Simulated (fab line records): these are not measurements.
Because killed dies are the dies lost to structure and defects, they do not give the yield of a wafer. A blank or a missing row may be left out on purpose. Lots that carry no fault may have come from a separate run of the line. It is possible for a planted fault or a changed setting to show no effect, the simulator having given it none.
The tool behind it: which one?    flow gf180mcu    18 wafers from 6 lots sampled at 2 of the route's 602 steps

## WHAT THE GAUGES READ, wafer by wafer
GF_CONTACT_RS_MEAS_25: measures by four-point-probe.
lot   measured      on             CONTACT_W_RS (ohm/sq)
L262  day 16 20:27  film-metro-04  0.376 0.379 0.378
L267  day 18 22:47  film-metro-03  0.393 0.387 0.393
L269  day 19 06:44  film-metro-04  44.309 42.757 43.279
L271  day 20 04:55  film-metro-01  43.120 43.233 42.857
L278  day 22 12:51  film-metro-04  0.382 0.378 0.374
L282  day 24 03:35  film-metro-01  0.380 0.383 0.378

## EACH LOT AND THE TOOL THAT RAN IT (in order: tool; ch and the chambers of the sampled wafers; start)
lot   GF_CONTACT_CVD_24
L262  cvd-w-02 ch 0,1, day 16 20:20
L267  cvd-w-01 ch 0, day 18 22:35
L269  cvd-w-02 ch 0,1, day 19 06:38
L271  cvd-w-01 ch 0,1, day 20 04:48
L278  cvd-w-02 ch 0,1, day 22 12:43
L282  cvd-w-02 ch 0, day 24 03:29
- GF_CONTACT_CVD_24: deposits W, target thk 300 nm, time 90.339 s.

## THE ANSWER, worked out from the rows above alone
Rule: the usual values come from the lots themselves. The widest of any qualifying gaps counts: lots, ordered by their means at a reading, are off when they make up no more than a third of the lots, leave a main group of 4 or more, and stand apart from it by 3 or more times the standard deviation of that group's means. If all means in a main group match to the digits the tables above print for the reading, that group is not used. A lot without any number at a reading at which 4 lots or more have one is off too. Any other lot the step has rows for is counted as sound.
Off: L269, L271, at GF_CONTACT_RS_MEAS_25 (CONTACT_W_RS). The main group: mean 0.382 ohm/sq, standard deviation 0.0054.
If a tool, at a process step before that reading, ran all the lots that are off and no sound lot after the first of them, it fits. Gauges at GF_CONTACT_RS_MEAS_25: tried the same way as those tools. None of those tried fits.

## WHAT THE SIMULATOR HAD INSERTED
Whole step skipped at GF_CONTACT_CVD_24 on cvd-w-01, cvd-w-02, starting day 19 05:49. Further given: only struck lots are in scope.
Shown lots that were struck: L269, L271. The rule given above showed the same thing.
